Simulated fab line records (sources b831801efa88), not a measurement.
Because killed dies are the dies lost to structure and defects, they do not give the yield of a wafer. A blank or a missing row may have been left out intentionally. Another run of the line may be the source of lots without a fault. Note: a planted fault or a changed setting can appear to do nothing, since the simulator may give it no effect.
One fault through the eyes of 2 desks + flow gf180mcu + every desk sees just its own numbers, and what lay behind them comes last

DESK OF THE TOOL OWNER: hdpcvd-02
The tool's own readings at GF_V3_CVD_00 (deposits SiO2, target thk 600 nm, time 100 s): means of the sampled wafers that have a number, for each lot that ran on this tool. Any lot whose mean is over 4 standard deviations away from the usual mean is out of limits and marked OUT; that distance is given in the brackets.
Columns: A = sih4FlowSccm at GF_V3_CVD_00, usual 60.01 sccm
| lot  | first seen here | A                       |
|------|-----------------|-------------------------|
| L391 | day 21 19:34    | 60.00                   |
| L393 | day 22 18:30    | 60.02                   |
| L395 | day 23 13:20    | 60.08                   |
| L396 | day 23 19:40    | 60.10                   |
| L398 | day 24 07:16    | 60.02                   |
| L399 | day 24 22:23    | 59.91                   |
| L402 | day 25 20:13    | 29.83 (-99 or more) OUT |
| L404 | day 26 10:53    | 29.95 (-99 or more) OUT |
| L405 | day 26 20:22    | 30.13 (-99 or more) OUT |
Finding of this desk: L402, L404, L405 out of limits; the first was L402 at day 25 20:13, on sih4FlowSccm at GF_V3_CVD_00. L391, L393, L395, L396, L398, L399 stayed within limits.

AT THE METROLOGY DESK
Means of the sampled wafers that have a number, per lot and without regard to the tool the lot ran on: this is what the gauges read. Any lot whose mean is over 4 standard deviations away from the usual mean is out of limits and marked OUT; that distance is given in the brackets.
Columns: A = M3_ALCU_THK at GF_M3_THK_MEAS_06, usual 448 nm; B = V3_CVD_00_THK at GF_V3_THK_MEAS_01, usual 599 nm; C = V3_CVD_02_THK at GF_V3_THK_MEAS_03, usual 851 nm
| lot  | first seen here | A   | B             | C   |
|------|-----------------|-----|---------------|-----|
| L391 | day 20 19:33    | 446 | 592           | 834 |
| L393 | day 21 18:02    | 447 | 592           | 860 |
| L395 | day 22 14:01    | 453 | 594           | 860 |
| L396 | day 22 20:49    | 446 | 603           | 855 |
| L398 | day 23 08:21    | 451 | 594           | 853 |
| L399 | day 23 23:14    | 443 | 590           | 850 |
| L402 | day 24 22:04    | 453 | 294 (-42) OUT | 837 |
| L404 | day 25 13:17    | 458 | 293 (-42) OUT | 864 |
| L405 | day 25 21:38    | 449 | 303 (-41) OUT | 865 |
| L407 | day 26 14:13    | 448 | 606           | 849 |
| L410 | day 27 13:57    | 450 | 606           | 851 |
| L412 | day 28 05:06    | 443 | 602           | 856 |
| L413 | day 28 13:19    | 457 | 602           | 845 |
Per this desk, out of limits: L402, L404, L405; the first was L402, day 25 20:18 (V3_CVD_00_THK at GF_V3_THK_MEAS_01). L391, L393, L395, L396, L398, L399, L407, L410, L412, L413 stayed within limits.

ALL TOGETHER
At day 25 20:13, on L402, L404, L405, the tool owner's desk was in a position to raise an alarm.
The metrology desk could have raised an alarm at day 25 20:18, on L402, L404, L405.
GF_V3_CVD_00 was run on hdpcvd-02 by each of the lots named.

WHAT HAD BEEN PUT IN BY THE SIMULATOR
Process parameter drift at GF_V3_CVD_00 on hdpcvd-02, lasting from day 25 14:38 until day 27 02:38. Setting sih4FlowSccm, moved by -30, from 60. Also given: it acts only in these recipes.
Struck lots among those shown: L402, L404, L405.
Hours from the fault's start to each desk's first reading out of limits: the tool owner's desk, 6; the metrology desk, 6.
